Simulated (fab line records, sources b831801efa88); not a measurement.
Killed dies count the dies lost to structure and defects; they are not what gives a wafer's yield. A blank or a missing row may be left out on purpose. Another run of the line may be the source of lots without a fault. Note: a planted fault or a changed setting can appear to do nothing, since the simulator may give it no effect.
Chamber matching + flow gf180mcu + 4 sister chambers for GF_CONTACT_ETCH_17 on rie-diel-04
The step etches SiO2 in C4F8/O2/Ar, stops on CoSi2, target depth 860 nm. 20 wafers are shown with their chamber, then 10 later ones without.

## WAFERS PAIRED WITH THEIR CHAMBERS
| wafer  | chamber | oes-product-au (a.u.) | rf-fwd-power-W (W) |
|--------|---------|-----------------------|--------------------|
| L259.1 | 0       | 0.816                 | 1497               |
| L259.4 | 1       | 0.822                 | 1497               |
| L259.6 | 2       | 0.813                 | 1496               |
| L261.1 | 1       | 0.819                 | 1496               |
| L261.3 | 2       | 0.827                 | 1491               |
| L261.5 | 1       | 0.827                 | 1501               |
| L262.2 | 0       | 0.819                 | 1494               |
| L262.3 | 3       | 0.816                 | 1492               |
| L262.5 | 0       | 0.806                 | 1496               |
| L264.1 | 3       | 0.816                 | 1489               |
| L264.2 | 0       | 0.805                 | 1489               |
| L264.3 | 1       | 0.813                 | 1485               |
| L273.4 | 1       | 0.815                 | 1497               |
| L273.5 | 2       | 0.814                 | 1501               |
| L273.6 | 3       | 0.816                 | 1495               |
| L274.2 | 0       | 0.813                 | 1498               |
| L274.3 | 1       | 0.817                 | 1496               |
| L274.4 | 3       | 0.809                 | 1489               |
| L276.2 | 2       | 0.814                 | 1492               |
| L276.5 | 0       | 0.818                 | 1502               |

SIGNATURES (averages over the wafers above)
| reading        | chamber 0 | chamber 1 | chamber 2 | chamber 3 | scatter within a chamber |
|----------------|-----------|-----------|-----------|-----------|--------------------------|
| oes-product-au | 0.81283   | 0.81883   | 0.81700   | 0.81425   | 0.00549                  |
| rf-fwd-power-W | 1496.00   | 1495.33   | 1495.00   | 1491.25   | 4.51                     |
Rule: a wafer's distance from a chamber is the root of the sum, over the readings, of the square of ((its reading less the chamber's mean) divided by the reading's scatter). If the next closest chamber is less than 2 further off than the closest, the wafer can't be placed; otherwise it belongs to the closest. The scatter: the root of (the sum of the squares of (reading less its chamber's mean) over the shown wafers, divided by (wafers less chambers)).

## WAFERS MISSING THEIR CHAMBER
| wafer  | oes-product-au (a.u.) | rf-fwd-power-W (W) |
|--------|-----------------------|--------------------|
| L276.6 | 0.821                 | 1493               |
| L279.1 | 0.813                 | 1493               |
| L279.2 | 0.809                 | 1487               |
| L279.6 | 0.818                 | 1496               |
| L280.3 | 0.806                 | 1502               |
| L280.4 | 0.821                 | 1495               |
| L280.5 | 0.803                 | 1490               |
| L281.2 | 0.811                 | 1503               |
| L281.4 | 0.811                 | 1495               |
| L281.6 | 0.805                 | 1496               |

## WHICH CHAMBER EACH ONE RAN IN
| wafer  | from the rows above               | in truth |
|--------|-----------------------------------|----------|
| L276.6 | can't be placed: 1 or 2 or 3 or 0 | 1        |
| L279.1 | can't be placed: 3 or 0 or 2 or 1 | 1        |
| L279.2 | can't be placed: 3 or 0 or 2 or 1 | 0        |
| L279.6 | can't be placed: 1 or 2 or 0 or 3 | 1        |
| L280.3 | can't be placed: 0 or 2 or 1 or 3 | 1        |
| L280.4 | can't be placed: 1 or 2 or 3 or 0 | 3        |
| L280.5 | can't be placed: 3 or 0 or 2 or 1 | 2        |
| L281.2 | can't be placed: 0 or 2 or 1 or 3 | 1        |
| L281.4 | can't be placed: 0 or 3 or 2 or 1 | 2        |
| L281.6 | can't be placed: 0 or 3 or 2 or 1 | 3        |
0 of 10 placed correctly. Cannot be placed on the basis of these rows: 10; the candidates contain the true chamber in 10. Wrongly placed: 0.
